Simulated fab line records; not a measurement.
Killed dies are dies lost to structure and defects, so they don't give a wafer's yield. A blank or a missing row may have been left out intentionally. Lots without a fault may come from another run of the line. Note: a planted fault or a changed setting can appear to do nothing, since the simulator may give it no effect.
fab line records -- flow sky130
[record] lots = 6, wafers = 18, last-day = 50
route steps=708 shown LDD_N@239 PAD_OPEN@708
lots that met no fault: taken from a fault-free run of the same line
start-h: hours from the record's opening day to when the first of the lot's shown wafers began -- wait-h: hours since the lot's step before -- " the same as in the row above -- L1.1+2: one row covering several wafers at once -- - no value, or no start given -- * or withheld: withheld -- < > ~ a bound
route shown NAME@n: NAME is a module with steps in the file, n the number in the route of the first one -- usual: mean/standard deviation of fault-free wafers -- same: alike in all rows -- chamber/n: place in a boat -- sites: readings site by site -- _std_site: standard deviation of those values -- _edge_site: inner sites' mean taken away from outer sites' mean -- radius-mm: how far each site lies from the wafer's centre -- mask NAME#n: copy n -- behind: the tool/chamber that last shaped the wafer -- hold: why the lot was held/for how many hours/how that ended -- device: the transistor (n, p or np) that didn't switch -- end of line: at the end of the route, the tests of the same wafers -- a step given without rows: its recipe and nothing more -- killed: at the first sort, the dies lost to defects and structure; wafer yield is something else -- map: shows each die of a wafer: x if killed, . if not, _ if none is there
set.NAME: the setting that was run; set.NAME@STEP: the one run at that earlier step -- model.NAME: the simulator's own value behind a step, which no gauge read
certain route steps with their lots: each step a table, each wafer a row
services: from which hour (start-h, from the record's first day; less than 0 if before it) a tool's chamber was out of use, for how many hours, and why
[[steps]]
[step SKY_LDD_N_COAT_02]
[recipe] resist = NOVOLAK, spin-rpm = 3000, resist-thk-nm = 300
[step SKY_LDD_N_SOFTBAKE_03]
[recipe] temp-c = 90, time-s = 60, resist = NOVOLAK
[step SKY_LDD_N_EXPOSE_04]
[recipe] mask-id = NTM, target-cd-nm = 840, na = 0.6, source-shape = conventional, sigma-outer = 0.6, dose-mj = 110
[step SKY_LDD_N_PEB_05]
[recipe] temp-c = withheld, time-s = *, resist = NOVOLAK
[step SKY_LDD_N_DEVELOP_06]
[recipe] develop-time-s = 60, dev-temp-c = 23
[step SKY_LDD_N_OVL_MEAS_07]
[usual] LDD_N_OVL = -0.6/1.7
lot.wafer,tool,chamber,start-h,wait-h,LDD_N_OVL[nm]
L209.2,overlay-02,-,400.95,0.1,1.7
L209.5,overlay-02,-,400.95,0.1,0.0
L209.6,overlay-02,-,400.95,0.1,-2.8
L216.1,overlay-02,-,470.70,0.1,-4.6
L216.3,overlay-02,-,470.70,0.1,-2.4
L216.5,overlay-02,-,470.70,0.1,-2.3
L225.2,overlay-01,-,549.11,0.1,3.7
L225.4,overlay-01,-,549.11,0.1,-0.8
L225.5,overlay-01,-,549.11,0.1,2.6
L226.3,overlay-01,-,552.30,0.1,-0.7
L226.5,overlay-01,-,552.30,0.1,-1.3
L226.6,overlay-01,-,552.30,0.1,-2.5
L228.1,overlay-02,-,577.24,0.1,0.4
L228.2,overlay-02,-,577.24,0.1,1.8
L228.4,overlay-02,-,577.24,0.1,-0.9
L229.2,overlay-01,-,588.25,0.1,0.5
L229.4,overlay-01,-,588.25,0.1,-0.4
L229.5,overlay-01,-,588.25,0.1,-0.5
[step SKY_LDD_N_IMPLANT_08]
[recipe] species = As, energy-kev = 20, dose-cm2 = 7.5e+13, tilt-deg = withheld, rotation-deg = 23
[step SKY_LDD_N_IMPLANT_09]
[recipe] species = As, energy-kev = 20, dose-cm2 = 7.5e+13, tilt-deg = withheld, rotation-deg = 113
[step SKY_LDD_N_IMPLANT_10]
[recipe] species = As, energy-kev = 20, dose-cm2 = 7.5e+13, tilt-deg = withheld, rotation-deg = 203
[step SKY_LDD_N_IMPLANT_11]
[recipe] species = As, energy-kev = 20, dose-cm2 = 7.5e+13, tilt-deg = withheld, rotation-deg = 293
[step SKY_LDD_N_IMPLANT_12]
[recipe] species = BF2, energy-kev = 50, dose-cm2 = 5e+12, tilt-deg = 30, rotation-deg = 0
[step SKY_LDD_N_IMPLANT_13]
[recipe] species = BF2, energy-kev = 50, dose-cm2 = 5e+12, tilt-deg = 30, rotation-deg = 90
[step SKY_LDD_N_IMPLANT_14]
[recipe] species = BF2, energy-kev = 50, dose-cm2 = 5e+12, tilt-deg = 30, rotation-deg = 180
[usual] dose-ions-cm2 = 5.001e+12/6e+09, end-station-pressure-torr = 5e-06/2.5e-07
lot.wafer,tool,chamber,start-h,wait-h,dose-ions-cm2,end-station-pressure-torr
L209.2,implanter-02,0,401.91,0.1,5.008e+12,4.99e-06
L209.5,implanter-02,0,401.91,0.1,4.991e+12,5.19e-06
L209.6,implanter-02,0,401.91,0.1,5e+12,4.73e-06
L216.1,implanter-04,0,471.63,0.1,4.987e+12,5.13e-06
L216.3,implanter-04,0,471.63,0.1,4.986e+12,5.19e-06
L216.5,implanter-04,0,471.63,0.1,4.993e+12,4.93e-06
L225.2,implanter-04,0,550.06,0.1,5.171e+12,4.72e-06
L225.4,implanter-04,0,550.06,0.1,5.173e+12,5.17e-06
L225.5,implanter-04,0,550.06,0.1,5.172e+12,4.95e-06
L226.3,implanter-04,0,553.27,0.1,5.166e+12,5.28e-06
L226.5,implanter-04,0,553.27,0.1,5.174e+12,4.61e-06
L226.6,implanter-04,0,553.27,0.1,5.166e+12,4.86e-06
L228.1,implanter-03,0,578.18,0.1,5.005e+12,5.08e-06
L228.2,implanter-03,0,578.18,0.1,5.003e+12,4.49e-06
L228.4,implanter-03,0,578.18,0.1,5.006e+12,4.96e-06
L229.2,implanter-03,0,589.21,0.1,5.001e+12,5.08e-06
L229.4,implanter-03,0,589.21,0.1,5.002e+12,4.68e-06
L229.5,implanter-03,0,589.21,0.1,5.002e+12,4.69e-06
[step SKY_LDD_N_IMPLANT_15]
[recipe] species = BF2, energy-kev = 50, dose-cm2 = 5e+12, tilt-deg = 30, rotation-deg = 270
[step SKY_PAD_OPEN_PROBE_99]
[usual] killed_at_M0_to_M3 = 44/7.2, killed_at_M4_up = 3.4/2.1, killed-at-contacts = 24/5.5, killed-at-front-end = 15/4.6, killed-at-other = 0.4/0.64, killed-dies = 86/9.1, killed-open = 47/7.5, killed-short = 39/5.8
[same] gross-dies = 492, killed-at-back-side = 0
lot.wafer,tool,chamber,start-h,wait-h,killed_at_M0_to_M3,killed_at_M4_up,killed-at-contacts,killed-at-front-end,killed-at-other,killed-dies,killed-open,killed-short
L225.2,prober-02,-,1169.90,0.1,36,2,28,22,1,89,44,43
L225.4,prober-02,-,1170.00,0.2,50,3,19,9,0,81,45,36
L225.5,prober-02,-,1170.05,0.2,51,3,26,11,1,92,52,39
L226.3,prober-01,-,1170.96,0.2,44,3,34,9,1,91,51,40
L226.5,prober-01,-,1171.06,0.2,33,4,22,10,0,69,34,35
L226.6,prober-01,-,1171.11,0.2,48,9,23,14,0,94,44,50
L228.1,prober-01,-,1186.34,0.1,46,3,27,9,0,85,51,34
L228.2,prober-01,-,1186.39,0.1,44,5,28,12,0,89,48,41
L228.4,prober-01,-,1186.49,0.2,42,4,30,14,0,90,50,40
L229.2,prober-02,-,1194.16,0.1,31,1,25,21,1,79,50,29
L229.4,prober-02,-,1194.26,0.2,29,4,29,30,1,93,41,49
L229.5,prober-02,-,1194.31,0.2,39,3,28,15,0,85,45,40
// killed by level:class
L225.2 LI_CONTACT:geometric-particle:open=10 CONTACT:geometric-particle:open=8 FIELD_ISO:geometric-particle:short=7 METAL2:geometric-particle:short=7 CONTACT:geometric-particle:short=6 VIA1:geometric-particle:open=6 VIA3:geometric-particle:open=5 FIELD_ISO:geometric-particle:open=4
L225.4 VIA1:geometric-particle:open=10 METAL1:geometric-particle:short=9 VIA3:geometric-particle:open=9 VIA2:geometric-particle:open=8 LI_CONTACT:geometric-particle:open=7 CONTACT:geometric-particle:open=5 POLY_GATE:geometric-particle:short=4 VIA1:geometric-particle:short=4
L225.5 VIA1:geometric-particle:short=10 LI_CONTACT:geometric-particle:open=9 VIA1:geometric-particle:open=9 VIA2:geometric-particle:open=8 CONTACT:geometric-particle:open=8 VIA3:geometric-particle:open=8 POLY_GATE:geometric-particle:open=4 CONTACT:geometric-particle:short=4
L226.3 LI_CONTACT:geometric-particle:open=12 CONTACT:geometric-particle:open=8 VIA2:geometric-particle:open=8 VIA1:geometric-particle:open=7 VIA3:geometric-particle:open=6 METAL2:geometric-particle:short=6 LI_CONTACT:geometric-particle:short=5 VIA1:geometric-particle:short=5
L226.5 CONTACT:geometric-particle:open=12 METAL1:geometric-particle:short=7 METAL2:geometric-particle:short=5 POLY_GATE:geometric-particle:short=4 LI_CONTACT:geometric-particle:open=4 VIA1:geometric-particle:open=4 METAL2:geometric-particle:open=3 VIA1:geometric-particle:short=3
L226.6 CONTACT:geometric-particle:open=8 VIA1:geometric-particle:open=8 METAL2:geometric-particle:short=8 VIA3:geometric-particle:open=8 POLY_GATE:geometric-particle:short=6 METAL1:geometric-particle:short=6 METAL4:geometric-particle:short=6 LI_CONTACT:geometric-particle:short=5
L228.1 VIA1:geometric-particle:open=13 CONTACT:geometric-particle:open=12 METAL1:geometric-particle:short=9 VIA2:geometric-particle:open=8 LI_CONTACT:geometric-particle:open=5 LOCAL_INTERCONNECT:geometric-particle:short=4 CONTACT:geometric-particle:short=4 METAL3:geometric-particle:short=4
L228.2 LI_CONTACT:geometric-particle:open=9 METAL2:geometric-particle:short=9 CONTACT:geometric-particle:short=8 CONTACT:geometric-particle:open=7 VIA1:geometric-particle:open=6 VIA3:geometric-particle:short=6 VIA2:geometric-particle:open=6 METAL1:geometric-particle:short=5
L228.4 LI_CONTACT:geometric-particle:open=8 VIA2:geometric-particle:open=8 VIA1:geometric-particle:open=7 LI_CONTACT:geometric-particle:short=6 CONTACT:geometric-particle:open=6 VIA1:geometric-particle:short=6 VIA3:geometric-particle:open=6 FIELD_ISO:geometric-particle:open=5
L229.2 CONTACT:geometric-particle:open=10 LI_CONTACT:geometric-particle:open=8 VIA1:geometric-particle:open=8 FIELD_ISO:geometric-particle:open=5 VIA1:geometric-particle:short=5 VIA2:geometric-particle:open=5 SONOS_ONO:geometric-particle:open=3 POLY_GATE:geometric-particle:short=3
L229.4 CONTACT:geometric-particle:open=11 FIELD_ISO:geometric-particle:short=7 POLY_GATE:geometric-particle:short=7 CONTACT:geometric-particle:short=6 VIA1:geometric-particle:open=6 FIELD_ISO:geometric-particle:open=5 POLY_GATE:geometric-particle:open=5 METAL2:geometric-particle:short=5
L229.5 CONTACT:geometric-particle:open=11 VIA1:geometric-particle:open=10 VIA3:geometric-particle:open=8 FIELD_ISO:geometric-particle:short=6 VIA3:geometric-particle:short=6 LOCAL_INTERCONNECT:geometric-particle:short=5 METAL1:geometric-particle:short=5 LI_CONTACT:geometric-particle:open=4
[[services]]
tool,chamber,start-h,hours,kind
implanter-02,-,403.34,5.1,pm
implanter-03,-,419.49,3.8,pm
implanter-04,-,429.51,4.5,repair
implanter-03,-,438.41,15.5,repair
implanter-02,-,472.52,5.5,repair
implanter-03,-,504.68,0.7,repair
implanter-02,-,576.07,6.2,pm
[[key]]
[first-sign] step = SKY_LDD_N_IMPLANT_14, reading = dose-ions-cm2, direction = up, sigmas = 28, usual = *, struck = *
effect none on later readings
met-at SKY_LDD_N_IMPLANT_14
struck-wafers L225.2,L225.4,L225.5,L226.3,L226.5,L226.6
tester-left-out L225,L226
onset-between 471.63 550.06
[fault] kind = process-parameter-drift, tool = implanter-04, chamber = -, onset-h = 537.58, steps = SKY_LDD_N_IMPLANT_14, channel = dose-cm2, offset = *, shape = step, end-h = 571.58, acts-in = *, stated = *
// tester-left-out: of these lots the tester's yield and bins aren't shown, on N5 and GAA mostly nor the transistor test; their killed dies are dies lost to structure and defects alone, not to doping, threshold or leakage, so they don't give the yield
